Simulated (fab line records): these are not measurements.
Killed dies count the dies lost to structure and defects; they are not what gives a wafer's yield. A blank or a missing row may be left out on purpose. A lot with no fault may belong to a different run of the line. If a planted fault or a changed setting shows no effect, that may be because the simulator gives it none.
Comparing a struck lot with a sound one || flow sky130 || 15 steps out of a route of 708
Sound: wafers L510.3, L510.4, L510.6. Struck: wafers L519.1, L519.2, L519.4. At the end, the cause is stated.
For every step that has rows: the tool of each side, followed by ch and its chambers, followed by its first start. Under that, the readings that differ: sound wafers || struck wafers || difference of the means || sigmas: that difference in standard deviations of wafers without a fault.
alike: words and numbers the same on both sides, and readings whose means are apart by under 2 such deviations; not compared: readings that were withheld, readings missing a value for some wafer, numbers with overlapping values and no deviation given by the record, and bounds like >300 which may hide the same value.
The two part at a step that has a row with sigmas, a row that says differs or no value, or rows on one side only. Numbers that have no deviation but don't overlap get no sigmas and don't part them. A reading that every wafer of one side lacks parts them only if that side has two wafers or more.

first, 1 step without rows for these wafers: SKY_VIA4_DEVELOP_10 (develop time 60 s).
SKY_VIA4_OVL_MEAS_11:
  sound: overlay-01 at day 42 16:23; struck: overlay-02 at day 45 06:28
  alike: VIA4_OVL
SKY_VIA4_ETCH_12: etches SiO2 in C4F8/O2/Ar, stops on TiN, target depth 580 nm.
  sound on rie-diel-04 ch 1,2,3, day 42 16:24; struck on rie-diel-03 ch 0,2,3, day 45 06:30
  alike: bias-w, oes-product-au
SKY_VIA4_STRIP_13: strips in O2/N2.
  sound on plasma-asher-01 ch 0,1, day 42 16:31; struck on plasma-asher-01 ch 0,1, day 45 06:34
  alike: drypump-motor-current-A, n2-flow-sccm, oes-product-au, strip-time-to-endpoint-s
  not compared: rf-hours-counter-h
then, 3 steps without rows for these wafers: SKY_VIA4_STRIP_14 (strips in post etch residue remover, time 1200 s); SKY_VIA4_CLEAN_15 (cleans in IPA, time 180 s); SKY_VIA4_CLEAN_16 (cleans in O3/DIW).
SKY_VIA4_SPUTTER_17: material TiN, target thk 20 nm, time 80 s.
  sound: pvd-sputter-02 at day 42 17:04; struck: pvd-sputter-01 at day 45 07:10
  alike: throttle-valve-pct
then, 1 step without rows for these wafers: SKY_VIA4_CVD_18 (deposits W, target thk 505 nm, time 152.14 s).
SKY_VIA4_RS_MEAS_19: measures by four-point-probe.
  sound: film-metro-02 at day 42 17:20; struck: film-metro-02 at day 45 07:23
  alike: VIA4_W_RS
SKY_VIA4_THK_MEAS_20: measures by xrf.
  sound: film-metro-02 at day 42 17:26; struck: film-metro-02 at day 45 07:30
  alike: VIA4_W_THK
SKY_VIA4_CMP_21: polishes, stops on SiO2, t overpolish 25 s, target thk 0 nm.
  sound on cmp-02 ch 0,1,3, day 42 17:28; struck on cmp-02 ch 1,2,3, day 45 07:34
  alike: motor-current-A, overpolish-run-s, time-to-endpoint-s
SKY_METAL5_SPUTTER_00: material Ti, target thk 15 nm, time 10 s.
  sound: pvd-sputter-04 at day 42 17:46; struck: pvd-sputter-04 at day 45 07:52
{"reading": "model.Ti_of_METAL5_SPUTTER_00.thk-nm (nm)", "sound": "14.69 14.95 14.93", "struck": "11.92 11.74 12.02", "difference": -2.96, "sigmas": ""}
  alike: throttle-valve-pct
SKY_METAL5_SPUTTER_01: material TiN, target thk 20 nm, time 16.7 s.
  sound: pvd-sputter-04 at day 42 17:47; struck: pvd-sputter-04 at day 45 07:53
  alike: throttle-valve-pct
-- the record jumps here: 3 days lie between the struck wafers' starts before and after (it left off in module METAL5 and takes up again in module PAD_OPEN, whose first step shown is number 708 of the route) --
SKY_PAD_OPEN_PROBE_99:
  sound: prober-01 at day 45 15:01; struck: prober-02 at day 47 23:14
{"reading": "killed_at_M4_up", "sound": "8 6 6", "struck": "3 5 0", "difference": -4, "sigmas": -2}
  alike: defect-limited-yield, killed_at_M0_to_M3, killed-at-contacts, killed-at-front-end, killed-at-other, killed-dies, killed-on-rim, killed-open, killed-short, sort_bin_3_pad_short, sort_bin_5_function, sort_bin_6_memory, sort-n-pass, sort-yield-pct

WHERE THEY PART
Only at SKY_PAD_OPEN_PROBE_99, within this record.

WHY: what the simulator had put in
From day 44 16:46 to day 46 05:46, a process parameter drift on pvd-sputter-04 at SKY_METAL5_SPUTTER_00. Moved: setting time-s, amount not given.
